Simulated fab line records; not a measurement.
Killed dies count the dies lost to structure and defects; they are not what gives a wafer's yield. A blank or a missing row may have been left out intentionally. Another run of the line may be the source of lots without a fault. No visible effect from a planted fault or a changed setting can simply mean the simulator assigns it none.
What tool caused it?    flow sky130    17 wafers from 6 lots sampled at 4 of the route's 708 steps

WHAT THE GAUGES READ, wafer by wafer
SKY_METAL5_RS_MEAS_05: measures by four-point-probe.
lot   measured      on            METAL5_ALCU_RS (ohm/sq)
L902  day 43 08:08  filmMetro-03  0.02676 0.02631 0.02665
L906  day 45 01:34  filmMetro-02  0.02689 0.0175
L911  day 46 03:46  filmMetro-04  0.01774 0.0272 0.01754
L915  day 46 13:58  filmMetro-04  0.0272 0.02719 0.0271
L921  day 48 06:56  filmMetro-04  0.02762 0.02745 0.02752
L923  day 48 14:02  filmMetro-04  0.02688 0.02717 0.02699

TOOL THAT RAN EACH LOT (tool first, then ch and the chambers of the sampled wafers, then the start)
lot   SKY_METAL4_METAL_ETCH_18          SKY_METAL5_SPUTTER_00        SKY_METAL5_SPUTTER_02
L902  rieMetal-02 ch 0,1, day 42 06:17  pvdSputter-04, day 43 07:58  pvdSputter-04, day 43 08:01
L906  rieMetal-01 ch 0,1, day 43 23:49  pvdSputter-03, day 45 01:21  pvdSputter-03, day 45 01:24
L911  rieMetal-03 ch 0,1, day 45 03:38  pvdSputter-03, day 46 03:35  pvdSputter-03, day 46 03:38
L915  rieMetal-02 ch 0,1, day 45 14:09  pvdSputter-01, day 46 13:46  pvdSputter-01, day 46 13:49
L921  rieMetal-02 ch 0,1, day 47 07:27  pvdSputter-03, day 48 06:44  pvdSputter-03, day 48 06:47
L923  rieMetal-01 ch 0,1, day 47 15:20  pvdSputter-04, day 48 13:51  pvdSputter-04, day 48 13:54
- SKY_METAL4_METAL_ETCH_18: etches the open film in Cl2/BCl3, stops on SiO2, target depth 845 nm, time 183.1 s.
- SKY_METAL5_SPUTTER_00: material Ti, target thk 15 nm, time 10 s.
- SKY_METAL5_SPUTTER_02: material AlCu, target thk 1150 nm, time 61.2 s.

THE ANSWER, worked out from the rows above alone
Rule: the usual values come from the lots themselves. Put in order of their means at a reading, lots are off if they are a third of the lots or fewer, leave a main group of 4 or more, and stand apart from it by a gap of 3 or more times the standard deviation of the main group's means; of several such gaps the widest counts. A main group is skipped when, at the precision printed for the reading in the tables above, its means are all equal. A lot without any number at a reading at which 4 lots or more have one is off too. The other lots that the step has rows for count as sound.
Off: L906, L911, seen at SKY_METAL5_RS_MEAS_05 (METAL5_ALCU_RS). For the main group the mean is 0.02707 ohm/sq and the standard deviation 0.00034.
A tool fits if, at a process step before that reading, it ran every lot that is off, and no sound lot after the first of them. Those tools and the gauges at SKY_METAL5_RS_MEAS_05 are tried in the same way. Of those tried, none fits.

WHAT HAD BEEN PUT IN BY THE SIMULATOR
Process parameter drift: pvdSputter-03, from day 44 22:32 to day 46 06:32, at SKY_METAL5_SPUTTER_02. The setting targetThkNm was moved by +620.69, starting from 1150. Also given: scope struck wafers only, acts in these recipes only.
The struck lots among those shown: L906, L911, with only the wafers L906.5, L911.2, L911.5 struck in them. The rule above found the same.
